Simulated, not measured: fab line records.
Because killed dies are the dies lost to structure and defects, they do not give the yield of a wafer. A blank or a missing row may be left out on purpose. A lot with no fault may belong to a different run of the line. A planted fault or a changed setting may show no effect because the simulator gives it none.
Matching of chambers :: flow sky130 :: 4 sister chambers for SKY_CONTACT_CMP_04 on cmp-01
The step polishes SiO2. 16 wafers are shown with their chamber, then 8 later ones without.

WAFERS PAIRED WITH THEIR CHAMBERS
wafer: L080.1
chamber: 3
motor-current-A (A): 10.0
time-to-endpoint-s (s): 79

wafer: L080.2
chamber: 2
motor-current-A (A): 12.4
time-to-endpoint-s (s): 78

wafer: L080.3
chamber: 1
motor-current-A (A): 13.2
time-to-endpoint-s (s): 83

wafer: L080.4
chamber: 0
motor-current-A (A): 11.0
time-to-endpoint-s (s): 85

wafer: L080.5
chamber: 2
motor-current-A (A): 12.5
time-to-endpoint-s (s): 76

wafer: L080.6
chamber: 1
motor-current-A (A): 12.7
time-to-endpoint-s (s): 79

wafer: L081.1
chamber: 2
motor-current-A (A): 12.6
time-to-endpoint-s (s): 77

wafer: L081.2
chamber: 3
motor-current-A (A): 10.5
time-to-endpoint-s (s): 85

wafer: L081.3
chamber: 1
motor-current-A (A): 12.6
time-to-endpoint-s (s): 84

wafer: L081.4
chamber: 0
motor-current-A (A): 11.5
time-to-endpoint-s (s): 89

wafer: L081.5
chamber: 2
motor-current-A (A): 13.3
time-to-endpoint-s (s): 79

wafer: L081.6
chamber: 1
motor-current-A (A): 13.5
time-to-endpoint-s (s): 83

wafer: L087.1
chamber: 2
motor-current-A (A): 12.5
time-to-endpoint-s (s): 84

wafer: L087.2
chamber: 3
motor-current-A (A): 10.8
time-to-endpoint-s (s): 77

wafer: L087.3
chamber: 0
motor-current-A (A): 10.8
time-to-endpoint-s (s): 86

wafer: L087.4
chamber: 1
motor-current-A (A): 13.5
time-to-endpoint-s (s): 85

SIGNATURES (means of the wafers above)
reading: motor-current-A
chamber 0: 11.100
chamber 1: 13.100
chamber 2: 12.660
chamber 3: 10.433
scatter within a chamber: 0.394

reading: time-to-endpoint-s
chamber 0: 86.67
chamber 1: 82.80
chamber 2: 78.80
chamber 3: 80.33
scatter within a chamber: 2.93
Rule: a wafer lies at a distance from a chamber equal to the root of the sum of squares, over the readings, of (its reading less the chamber's mean, divided by the reading's scatter). If the next closest chamber is less than 2 further off than the closest, the wafer can't be placed; otherwise it belongs to the closest. How the scatter is found: for the shown wafers, subtract from each reading the mean of its chamber, square and add these, divide the total by (wafers less chambers), then take the root.

WAFERS WITH NO CHAMBER GIVEN
wafer: L087.5
motor-current-A (A): 10.8
time-to-endpoint-s (s): 83

wafer: L087.6
motor-current-A (A): 11.4
time-to-endpoint-s (s): 86

wafer: L088.1
motor-current-A (A): 11.0
time-to-endpoint-s (s): 86

wafer: L088.2
motor-current-A (A): 12.6
time-to-endpoint-s (s): 86

wafer: L088.3
motor-current-A (A): 12.1
time-to-endpoint-s (s): 83

wafer: L088.4
motor-current-A (A): 10.4
time-to-endpoint-s (s): 80

wafer: L088.5
motor-current-A (A): 10.6
time-to-endpoint-s (s): 81

wafer: L088.6
motor-current-A (A): 12.5
time-to-endpoint-s (s): 78

WHICH CHAMBER EACH WENT THROUGH
wafer: L087.5
from the rows above: can't be placed: 3 or 0
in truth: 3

wafer: L087.6
from the rows above: 0
in truth: 0

wafer: L088.1
from the rows above: 0
in truth: 0

wafer: L088.2
from the rows above: can't be placed: 1 or 2
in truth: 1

wafer: L088.3
from the rows above: can't be placed: 2 or 1 or 0
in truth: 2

wafer: L088.4
from the rows above: 3
in truth: 3

wafer: L088.5
from the rows above: can't be placed: 3 or 0
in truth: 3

wafer: L088.6
from the rows above: can't be placed: 2 or 1
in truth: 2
3 of 8 placed correctly. Not placeable from these rows: 5 (in 5, the candidates include the true chamber). 0 placed wrongly.
